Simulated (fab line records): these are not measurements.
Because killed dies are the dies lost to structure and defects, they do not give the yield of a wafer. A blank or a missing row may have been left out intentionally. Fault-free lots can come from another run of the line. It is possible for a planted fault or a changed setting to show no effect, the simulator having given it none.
A single fault, viewed from 2 desks    flow sky130    numbers are kept per desk, each desk with only its own; the story behind them comes last

== METROLOGY DESK ==
Lot by lot, what the gauges showed, no matter which tool ran the lot: averages of those sampled wafers that carry a number. The brackets show how far a lot's mean lies from the usual mean; more than 4 standard deviations puts the lot out of limits, marked OUT.
Columns: A = NWELL_OXIDATION_THK at SKY_NWELL_THK_MEAS_02, usual 9.99 nm; B = PWDE_OVL at SKY_PWDE_OVL_MEAS_07, usual 0.7 nm; C = LDD_P_TW at SKY_LDD_P_TW_MEAS_11, usual 639
lot   first seen here  A      B     C
L606  day 3 00:55      10.20  1.0   636
L607  day 3 05:10      10.16  -3.4  637
L609  day 3 15:02      10.10  3.8   640
L610  day 3 18:29      10.11  -0.5  643
L612  day 4 07:37      10.16  -0.2  645
L613  day 4 13:58      10.15  1.7   647
L614  day 4 19:53      10.01  2.4   639
L615  day 4 22:39      9.82   -0.3  639
L616  day 5 01:28      9.81   2.3   594 (-9.4) OUT
L617  day 5 07:13      10.12  0.8   584 (-12) OUT
L621  day 6 03:48      9.89   0.9   637
L625  day 7 02:50      9.86   -0.7  646
L626  day 7 12:22      10.08  0.7   637
L627  day 7 15:14      9.98   0.7   637
This desk's finding: out of limits on L616, L617; first on L616, day 23 10:40 (LDD_P_TW at SKY_LDD_P_TW_MEAS_11). L606, L607, L609, L610, L612, L613, L614, L615, L621, L625, L626, L627 stayed within limits.

== FOR THE TOOL OWNER'S DESK: implanter-04 ==
The tool's own readings at SKY_LDD_P_IMPLANT_09, given as means over the sampled wafers that have a number, one for each lot that went through this tool. The brackets show how far a lot's mean lies from the usual mean; more than 4 standard deviations puts the lot out of limits, marked OUT.
Columns: A = beamEnergyKeV at SKY_LDD_P_IMPLANT_09, usual 25.000; B = beamOnS at SKY_LDD_P_IMPLANT_09, usual 10.00 s; C = faradayCurrentUA at SKY_LDD_P_IMPLANT_09, usual 56.4
lot   first seen here  A       B                C
L607  day 20 08:34     25.003  10.15            55.6
L609  day 20 20:26     24.995  10.00            56.5
L615  day 23 01:11     25.002  9.84             57.4
L614  day 23 03:56     24.992  9.95             56.6
L616  day 23 10:28     25.007  7.99 (-9.6) OUT  70.5 (+13) OUT
L617  day 23 18:02     24.993  7.96 (-9.7) OUT  70.9 (+13) OUT
L625  day 26 13:11     24.994  9.90             56.9
This desk's finding: out of limits on L616, L617; first on L616, day 23 10:28 (beamOnS at SKY_LDD_P_IMPLANT_09). L607, L609, L615, L614, L625 stayed within limits.

== ALL TOGETHER ==
The tool owner's desk had the chance to raise an alarm at day 23 10:28 on L616, L617.
At day 23 10:40 the metrology desk could have sounded an alarm, on L616, L617.
Of the lots named, all ran SKY_LDD_P_IMPLANT_09 on implanter-04.

== WHAT THE SIMULATOR PUT IN ==
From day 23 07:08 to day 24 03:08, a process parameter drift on implanter-04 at SKY_LDD_P_IMPLANT_09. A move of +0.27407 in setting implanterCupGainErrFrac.
Struck lots among those shown: L616, L617.
Fault start to first reading out of limits, in hours, per desk: tool owner, 3; metrology, 4.
